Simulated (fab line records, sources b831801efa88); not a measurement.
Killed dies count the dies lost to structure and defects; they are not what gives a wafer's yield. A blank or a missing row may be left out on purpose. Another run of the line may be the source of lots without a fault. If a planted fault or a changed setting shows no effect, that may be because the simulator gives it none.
fab line records	flow gf180mcu
record: lots: 14	wafers: 42	last_day: 34
route steps=602 shown STI@30 VT_IMPLANT@135 CONTACT@309 M1@318
lots that met no fault: from a run of the same line without faults
start_h: start of the lot's first displayed wafer, in hours after the record's first day	wait_h: hours from the lot's prior step to this one	" identical to the entry in the row above	L1.1+2: one row covering several wafers at once	- value missing, or start not given	* or withheld: withheld	< > ~ a bound
route shown NAME@n: names a module that has steps shown in the file, with the first one's number in the route	usual: mean and standard deviation over wafers with no fault	same: alike in all rows	chamber/n: place in a boat	sites: each site's reading	_std_site: how widely they spread, as a standard deviation	_edge_site: outer sites' mean less inner sites'	radius_mm: for every site, how far away it sits from the centre of the wafer	mask NAME#n: copy n	behind: tool/chamber where the wafer was last shaped	hold: the reason the lot was held/the length of the hold in hours/how it ended	device: the transistor (n, p or np) that didn't switch	end of line: tests run on the same wafers once the route is complete	a step without rows: its recipe alone	killed: at the first sort, the dies lost to defects and structure; wafer yield is something else	map: dies across one wafer; x = killed, . = not, _ = none there
set.NAME: the run value of the setting; set.NAME@STEP: its run value at that earlier step	model.NAME: the simulator's own value behind a step, which no gauge read
one table for each step of the route and one row for each wafer, over a sample of lots
services: the hour from which a tool's chamber was out of use, counted from the record's first day as start_h (under 0 if before that day), plus the number of hours and why
== steps ==
step: GF_STI_OXIDATION_29
recipe: temp_c: 900	ambient: O2	stabilise_s: 600	purge_s: 300	target_thk_a: 100	ox_time_s: 1418
lot.wafer	tool	chamber	start_h	wait_h
L441.1+3+6	furnace-01	0	39.16	0.4
L442.2+3+4	furnace-02	0	46.51	0.8
L443.1+4+5	furnace-01	0	49.23	0.0
L444.2+4+5	furnace-02	0	54.12	0.0
L445.1+5+6	furnace-02	0	59.37	0.0
L446.2+3+4	furnace-02	0	65.46	0.0
L447.1+3+6	furnace-01	0	69.00	0.2
L448.2+5+6	furnace-01	0	76.11	0.0
L449.1+4+6	furnace-02	0	80.44	0.3
L452.2+5+6	furnace-01	0	96.33	1.0
L453.1+3+5	furnace-02	0	101.52	0.1
L455.2+4+6	furnace-02	0	110.82	0.1
L456.1+2+3	furnace-01	0	115.91	0.0
L461.1+2+4	furnace-01	0	143.45	0.5
step: GF_STI_THK_MEAS_30
recipe: reads: SiO2_of_STI_OXIDATION_29
usual: STI_OXIDATION_02_THK: 10.01/0.2
lot.wafer	tool	chamber	start_h	wait_h	STI_OXIDATION_02_THK[nm]
L441.1	film_metro-01	-	40.55	0.0	9.87
L441.3	"	-	"	"	9.85
L441.6	"	-	"	"	9.80
L442.2	film_metro-04	-	47.92	0.0	10.19
L442.3	"	-	"	"	10.19
L442.4	"	-	"	"	10.22
L443.1	film_metro-04	-	50.62	0.0	9.72
L443.4	"	-	"	"	9.69
L443.5	"	-	"	"	9.69
L444.2	film_metro-03	-	55.53	0.0	10.05
L444.4	"	-	"	"	10.14
L444.5	"	-	"	"	9.87
L445.1	film_metro-03	-	60.76	0.0	10.16
L445.5	"	-	"	"	10.18
L445.6	"	-	"	"	10.31
L446.2	film_metro-03	-	66.87	0.0	10.23
L446.3	"	-	"	"	10.44
L446.4	"	-	"	"	10.07
L447.1	film_metro-01	-	70.39	0.0	9.93
L447.3	"	-	"	"	10.01
L447.6	"	-	"	"	9.81
L448.2	film_metro-03	-	77.52	0.0	9.79
L448.5	"	-	"	"	9.92
L448.6	"	-	"	"	9.95
L449.1	film_metro-01	-	81.83	0.0	10.26
L449.4	"	-	"	"	10.31
L449.6	"	-	"	"	10.29
L452.2	film_metro-01	-	97.73	0.0	9.87
L452.5	"	-	"	"	10.07
L452.6	"	-	"	"	10.03
L453.1	film_metro-01	-	102.92	0.0	11.68
L453.3	"	-	"	"	11.73
L453.5	"	-	"	"	11.76
L455.2	film_metro-04	-	112.22	0.0	11.36
L455.4	"	-	"	"	11.39
L455.6	"	-	"	"	11.35
L456.1	film_metro-01	-	117.31	0.0	9.81
L456.2	"	-	"	"	9.72
L456.3	"	-	"	"	9.86
L461.1	film_metro-03	-	144.85	0.0	9.97
L461.2	"	-	"	"	10.02
L461.4	"	-	"	"	10.03
step: GF_VT_IMPLANT_RTA_45
recipe: temp_c: 1050	time_s: 30	ambient: N2
usual: chamber_o2_ppm: 2.002/0.023	lamp_power_pct: 37.1/0.59	wafer_temp_C_max: 1055.0/0.94
lot.wafer	tool	chamber	start_h	wait_h	chamber_o2_ppm	lamp_power_pct	wafer_temp_C_max
L441.1	rtp_anneal-02	0	169.46	0.0	1.984	36.4	1055.7
L441.3	"	0	"	"	1.989	36.3	1055.5
L441.6	"	0	"	"	1.996	36.3	1056.3
L442.2	rtp_anneal-01	0	179.62	0.0	2.001	37.6	1054.8
L442.3	"	0	"	"	2.001	37.5	1056.5
L442.4	"	0	"	"	2.015	37.5	1054.0
L443.1	rtp_anneal-01	0	184.10	0.0	2.002	37.5	1053.7
L443.4	"	0	"	"	1.963	37.5	1055.3
L443.5	"	0	"	"	1.957	37.4	1055.7
L444.2	rtp_anneal-02	0	190.27	0.0	1.992	36.3	1055.7
L444.4	"	0	"	"	1.979	36.3	1055.8
L444.5	"	0	"	"	1.984	36.3	1054.8
L445.1	rtp_anneal-01	0	197.40	0.0	1.989	37.5	1055.9
L445.5	"	0	"	"	2.015	37.5	1055.6
L445.6	"	0	"	"	1.968	37.5	1055.2
L446.2	rtp_anneal-01	0	205.36	0.0	1.987	37.5	1054.4
L446.3	"	0	"	"	2.004	37.5	1053.7
L446.4	"	0	"	"	1.983	37.5	1055.1
L447.1	rtp_anneal-01	0	209.91	0.0	2.043	37.5	1054.8
L447.3	"	0	"	"	2.025	37.5	1055.6
L447.6	"	0	"	"	2.011	37.5	1053.7
L448.2	rtp_anneal-02	0	216.56	0.0	1.970	36.3	1055.6
L448.5	"	0	"	"	2.001	36.4	1054.9
L448.6	"	0	"	"	2.019	36.2	1055.1
L449.1	rtp_anneal-01	0	224.91	0.0	2.019	37.5	1053.8
L449.4	"	0	"	"	2.049	37.5	1052.6
L449.6	"	0	"	"	2.016	37.5	1056.7
L452.2	rtp_anneal-01	0	245.76	0.0	2.036	37.5	1054.9
L452.5	"	0	"	"	2.015	37.5	1054.8
L452.6	"	0	"	"	2.047	37.6	1054.9
L453.1	rtp_anneal-02	0	251.41	0.0	1.985	36.3	1055.4
L453.3	"	0	"	"	1.990	36.2	1055.6
L453.5	"	0	"	"	2.013	36.3	1054.0
L455.2	rtp_anneal-02	0	264.26	0.0	2.010	36.2	1055.9
L455.4	"	0	"	"	1.994	36.2	1055.4
L455.6	"	0	"	"	2.005	36.3	1055.5
L456.1	rtp_anneal-01	0	271.55	0.0	1.991	37.5	1053.4
L456.2	"	0	"	"	2.009	37.5	1056.2
L456.3	"	0	"	"	2.009	37.5	1053.9
L461.1	rtp_anneal-01	0	307.35	0.0	1.984	37.6	1055.4
L461.2	"	0	"	"	1.995	37.5	1054.8
L461.4	"	0	"	"	1.989	37.5	1055.0
step: GF_CONTACT_SPUTTER_22
recipe: material: Ti	target_thk_nm: 15	chamber_pressure_pa: 5	power_w: 2500	substrate_temp_c: 200	time_s: 80.02
usual: throttle_valve_pct: 30.1/1.4
lot.wafer	tool	chamber	start_h	wait_h	throttle_valve_pct
L441.1	pvd_sputter-03	-	378.87	0.0	31.0
L441.3	"	-	"	"	28.9
L441.6	"	-	"	"	33.1
L442.2	pvd_sputter-02	-	394.52	0.0	27.9
L442.3	"	-	"	"	30.4
L442.4	"	-	"	"	29.8
L443.1	pvd_sputter-01	-	399.78	0.0	31.0
L443.4	"	-	"	"	29.9
L443.5	"	-	"	"	29.3
L444.2	pvd_sputter-03	-	412.02	0.0	30.5
L444.4	"	-	"	"	30.6
L444.5	"	-	"	"	31.0
L445.1	pvd_sputter-03	-	418.40	0.0	30.4
L445.5	"	-	"	"	30.8
L445.6	"	-	"	"	28.7
L446.2	pvd_sputter-01	-	427.32	0.0	31.0
L446.3	"	-	"	"	29.7
L446.4	"	-	"	"	30.0
L447.1	pvd_sputter-02	-	435.07	0.0	28.9
L447.3	"	-	"	"	27.9
L447.6	"	-	"	"	29.7
L448.2	pvd_sputter-03	-	441.73	0.0	33.2
L448.5	"	-	"	"	30.4
L448.6	"	-	"	"	33.3
L449.1	pvd_sputter-02	-	456.27	0.0	28.8
L449.4	"	-	"	"	27.8
L449.6	"	-	"	"	30.3
L452.2	pvd_sputter-01	-	479.56	0.0	29.8
L452.5	"	-	"	"	29.5
L452.6	"	-	"	"	31.2
L453.1	pvd_sputter-01	-	486.27	0.0	29.8
L453.3	"	-	"	"	29.8
L453.5	"	-	"	"	29.7
L455.2	pvd_sputter-03	-	505.39	0.0	31.0
L455.4	"	-	"	"	30.8
L455.6	"	-	"	"	30.3
L456.1	pvd_sputter-01	-	511.81	0.0	29.5
L456.2	"	-	"	"	30.9
L456.3	"	-	"	"	29.8
L461.1	pvd_sputter-03	-	551.64	0.0	33.2
L461.2	"	-	"	"	28.7
L461.4	"	-	"	"	30.5
step: GF_M1_SPUTTER_03
recipe: material: Ti	target_thk_nm: 10	substrate_temp_c: 300	chamber_pressure_pa: 0.3	power_w: 3000	time_s: 6.7
usual: throttle_valve_pct: 30.2/1.4
lot.wafer	tool	chamber	start_h	wait_h	throttle_valve_pct
L441.1	pvd_sputter-01	-	379.72	0.0	29.6
L441.3	"	-	"	"	29.8
L441.6	"	-	"	"	31.1
L442.2	pvd_sputter-01	-	395.36	0.0	29.8
L442.3	"	-	"	"	29.8
L442.4	"	-	"	"	30.7
L443.1	pvd_sputter-03	-	400.62	0.0	28.9
L443.4	"	-	"	"	33.4
L443.5	"	-	"	"	30.7
L444.2	pvd_sputter-04	-	412.86	0.0	31.5
L444.4	"	-	"	"	28.3
L444.5	"	-	"	"	32.2
L445.1	pvd_sputter-04	-	419.24	0.0	29.1
L445.5	"	-	"	"	28.9
L445.6	"	-	"	"	28.3
L446.2	pvd_sputter-03	-	428.16	0.0	30.9
L446.3	"	-	"	"	28.5
L446.4	"	-	"	"	33.0
L447.1	pvd_sputter-04	-	435.91	0.0	32.1
L447.3	"	-	"	"	31.3
L447.6	"	-	"	"	31.7
L448.2	pvd_sputter-01	-	442.57	0.0	29.8
L448.5	"	-	"	"	29.9
L448.6	"	-	"	"	30.0
L449.1	pvd_sputter-04	-	457.11	0.0	32.1
L449.4	"	-	"	"	28.0
L449.6	"	-	"	"	29.0
L452.2	pvd_sputter-03	-	480.50	0.0	28.6
L452.5	"	-	"	"	28.8
L452.6	"	-	"	"	33.4
L453.1	pvd_sputter-01	-	487.11	0.0	29.8
L453.3	"	-	"	"	30.7
L453.5	"	-	"	"	29.7
L455.2	pvd_sputter-01	-	506.23	0.0	30.1
L455.4	"	-	"	"	29.5
L455.6	"	-	"	"	30.1
L456.1	pvd_sputter-03	-	512.65	0.0	28.7
L456.2	"	-	"	"	33.3
L456.3	"	-	"	"	30.8
L461.1	pvd_sputter-01	-	552.48	0.0	29.8
L461.2	"	-	"	"	31.3
L461.4	"	-	"	"	29.1
== services ==
tool	chamber	start_h	hours	kind
pvd_sputter-04	-	40.77	4.0	repair
pvd_sputter-02	-	75.28	4.9	repair
pvd_sputter-01	-	92.51	1.1	repair
pvd_sputter-04	-	101.73	1.2	repair
rtp_anneal-02	-	115.72	4.6	pm
furnace-01	-	135.73	3.2	pm
furnace-02	-	181.47	3.5	pm
pvd_sputter-01	3	199.08	-	consumable_replace:kit
pvd_sputter-02	-	208.78	16.4	repair
pvd_sputter-01	-	241.45	2.6	repair
furnace-01	-	304.30	3.0	pm
pvd_sputter-01	-	325.55	3.1	repair
rtp_anneal-01	-	336.14	2.6	pm
furnace-01	-	346.51	2.5	pm
furnace-02	-	349.39	3.1	pm
pvd_sputter-04	-	361.54	0.8	repair
furnace-01	-	366.69	3.7	pm
furnace-02	-	399.04	3.7	pm
pvd_sputter-03	-	446.41	2.7	repair
pvd_sputter-01	-	447.01	5.3	repair
furnace-01	-	471.73	2.5	pm
furnace-01	-	474.21	10.3	pm
furnace-02	-	511.02	2.7	pm
furnace-02	-	516.32	3.0	pm
== key ==
first_sign: step: GF_STI_THK_MEAS_30	reading: STI_OXIDATION_02_THK	direction: up	sigmas: 7.8	usual: 10.01	struck: 11.55
effect none on later readings
met_at GF_STI_OXIDATION_29
struck_lots L453,L455
tester_left_out L453,L455
not_acting_at GF_VT_IMPLANT_RTA_45,GF_CONTACT_SPUTTER_22,GF_M1_SPUTTER_03
onset_between 80.44 101.52
fault: kind: process_parameter_drift	tool: furnace-02	chamber: -	onset_h: 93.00	steps: GF_STI_OXIDATION_29	channel: ox_time_s	offset: *	shape: step	end_h: 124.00	acts_in: *	stated: *
tester_left_out: of these lots the tester's yield and bins aren't shown, on N5 and GAA mostly nor the transistor test; their killed dies are dies lost to structure and defects alone, not to doping, threshold or leakage, so they don't give the yield
